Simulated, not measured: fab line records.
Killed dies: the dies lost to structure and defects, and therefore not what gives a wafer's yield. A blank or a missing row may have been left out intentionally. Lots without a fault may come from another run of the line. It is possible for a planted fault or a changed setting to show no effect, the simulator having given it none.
A single fault, viewed from 2 desks / flow gf180mcu / each desk holds nothing but its own numbers, with what lay behind them at the end

TOOL OWNER'S DESK, wet bench-03
The tool's own readings at GF_STI_WET_ETCH_26 (etches SiO2 in dHF, target depth 94 nm, time 188 s): means of the sampled wafers that have a number, for each lot that ran on this tool. If a lot's mean is further than 4 standard deviations from the usual mean, the lot is out of limits and carries the mark OUT (the distance appears in the brackets).
Columns: A = run length s at GF_STI_WET_ETCH_26, usual 214.3 s
lot=L952; first seen here=day 3 00:40; A=213.0
lot=L962; first seen here=day 5 03:32; A=100.6 (-44) OUT
lot=L963; first seen here=day 5 09:53; A=100.5 (-44) OUT
This desk's verdict: out of limits on L962, L963, starting with L962 at day 5 03:32 (run length s at GF_STI_WET_ETCH_26). L952: within limits.

AT THE METROLOGY DESK
Means of the sampled wafers that have a number, per lot and without regard to the tool the lot ran on: this is what the gauges read. If a lot's mean is further than 4 standard deviations from the usual mean, the lot is out of limits and carries the mark OUT (the distance appears in the brackets).
Columns: A = STI_OXIDATION_01_THK at GF_STI_THK_MEAS_22, usual 15.07 nm; B = STI_CVD_23_THK at GF_STI_THK_MEAS_24, usual 648 nm; C = STI_OXIDATION_02_THK at GF_STI_THK_MEAS_30, usual 10.01 nm; D = DNWELL_TW at GF_DNWELL_TW_MEAS_09, usual 1345; E = NWELL_OVL at GF_NWELL_OVL_MEAS_07, usual 0.3 nm; F = NWELL_TW at GF_NWELL_TW_MEAS_11, usual 1565
lot=L952; first seen here=day 3 00:11; A=15.46; B=649; C=10.47; D=1361; E=-0.1; F=1563
lot=L958; first seen here=day 4 07:44; A=14.98; B=649; C=9.97; D=1353; E=-0.4; F=1575
lot=L962; first seen here=day 5 03:02; A=14.98; B=642; C=9.78; D=1359; E=0.8; F=1575
lot=L963; first seen here=day 5 09:23; A=15.02; B=644; C=9.96; D=1354; E=2.0; F=1557
lot=L964; first seen here=day 5 15:07; A=14.98; B=641; C=10.08; D=1353; E=-1.5; F=1579
lot=L965; first seen here=day 5 19:10; A=14.80; B=650; C=9.97; D=1356; E=0.0; F=1569
This desk's finding: nothing out of limits on any of the 6 lots.

PUT TOGETHER
The tool owner's desk could have raised an alarm at day 5 03:32, on L962, L963.
From the metrology desk's view, nothing was out of limits.
The metrology desk has L962, L963 on record, within its limits.
The lots listed all ran GF_STI_WET_ETCH_26 on wet bench-03.

WHAT THE SIMULATOR HAD PUT IN
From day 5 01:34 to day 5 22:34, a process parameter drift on wet bench-03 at GF_STI_WET_ETCH_26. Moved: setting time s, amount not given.
Lots struck among those shown: L962, L963.
Time in hours from fault onset to the first out-of-limits reading at each desk: the tool owner's desk, 2.
